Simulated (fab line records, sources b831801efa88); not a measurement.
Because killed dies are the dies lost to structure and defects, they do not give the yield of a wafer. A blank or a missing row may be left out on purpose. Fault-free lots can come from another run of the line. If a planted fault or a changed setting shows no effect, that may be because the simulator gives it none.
Which tool is to blame? / flow gf180mcu / 12 lots, 36 wafers sampled, at 2 steps of a route of 602

## WHAT THE GAUGES READ, wafer by wafer
GF_M3_RS_MEAS_05: measures by four-point-probe.
lot=L075; measured=day 20 16:19; on=film-metro-01; M3_ALCU_RS (ohm/sq)=0.0713 0.0691 0.0707
lot=L077; measured=day 21 10:49; on=film-metro-03; M3_ALCU_RS (ohm/sq)=0.0682 0.0677 0.0685
lot=L079; measured=day 22 17:29; on=film-metro-01; M3_ALCU_RS (ohm/sq)=0.0692 0.0703 0.0687
lot=L083; measured=day 23 23:49; on=film-metro-01; M3_ALCU_RS (ohm/sq)=0.0678 0.0689 0.0699
lot=L082; measured=day 24 01:41; on=film-metro-03; M3_ALCU_RS (ohm/sq)=0.0704 0.0697 0.0700
lot=L085; measured=day 24 20:49; on=film-metro-04; M3_ALCU_RS (ohm/sq)=0.0698 0.0682 0.0695
lot=L088; measured=day 25 04:19; on=film-metro-04; M3_ALCU_RS (ohm/sq)=0.0679 0.0673 0.0682
lot=L091; measured=day 25 21:44; on=film-metro-03; M3_ALCU_RS (ohm/sq)=0.0684 0.0685 0.0681
lot=L090; measured=day 26 02:31; on=film-metro-03; M3_ALCU_RS (ohm/sq)=0.0691 0.0684 0.0692
lot=L093; measured=day 26 15:55; on=film-metro-01; M3_ALCU_RS (ohm/sq)=0.0681 0.0687 0.0707
lot=L095; measured=day 27 01:56; on=film-metro-04; M3_ALCU_RS (ohm/sq)=0.0689 0.0679 0.0675
lot=L097; measured=day 27 16:09; on=film-metro-04; M3_ALCU_RS (ohm/sq)=0.0714 0.0690 0.0713

## WHICH TOOL RAN EACH LOT (tool, then ch and the chambers of the sampled wafers, then the start)
lot=L075; GF_M2_SPUTTER_04=pvd-sputter-03, day 18 13:08
lot=L077; GF_M2_SPUTTER_04=pvd-sputter-04, day 19 07:58
lot=L079; GF_M2_SPUTTER_04=pvd-sputter-03, day 20 15:55
lot=L083; GF_M2_SPUTTER_04=pvd-sputter-03, day 21 22:56
lot=L082; GF_M2_SPUTTER_04=pvd-sputter-02, day 22 00:36
lot=L085; GF_M2_SPUTTER_04=pvd-sputter-02, day 22 22:03
lot=L088; GF_M2_SPUTTER_04=pvd-sputter-04, day 23 05:32
lot=L091; GF_M2_SPUTTER_04=pvd-sputter-02, day 23 23:28
lot=L090; GF_M2_SPUTTER_04=pvd-sputter-04, day 24 04:43
lot=L093; GF_M2_SPUTTER_04=pvd-sputter-04, day 24 18:44
lot=L095; GF_M2_SPUTTER_04=pvd-sputter-04, day 25 05:25
lot=L097; GF_M2_SPUTTER_04=pvd-sputter-04, day 25 21:27
- GF_M2_SPUTTER_04: material TiN, target thk 50 nm, time 41.7 s.

## THE ANSWER, worked out from the rows above alone
Rule: usual is defined by the lots themselves. Put in order of their means at a reading, lots are off if they are a third of the lots or fewer, leave a main group of 4 or more, and stand apart from it by a gap of 3 or more times the standard deviation of the main group's means; of several such gaps the widest counts. A main group whose means are all the same, to the digits that the tables above print for the reading, isn't used. Also off: a lot with no number at a reading for which 4 or more lots have one. Any other lot the step has rows for is counted as sound.
No lot is off on any of the readings shown, so nothing can be concluded from this.

## WHAT HAD BEEN PUT IN BY THE SIMULATOR
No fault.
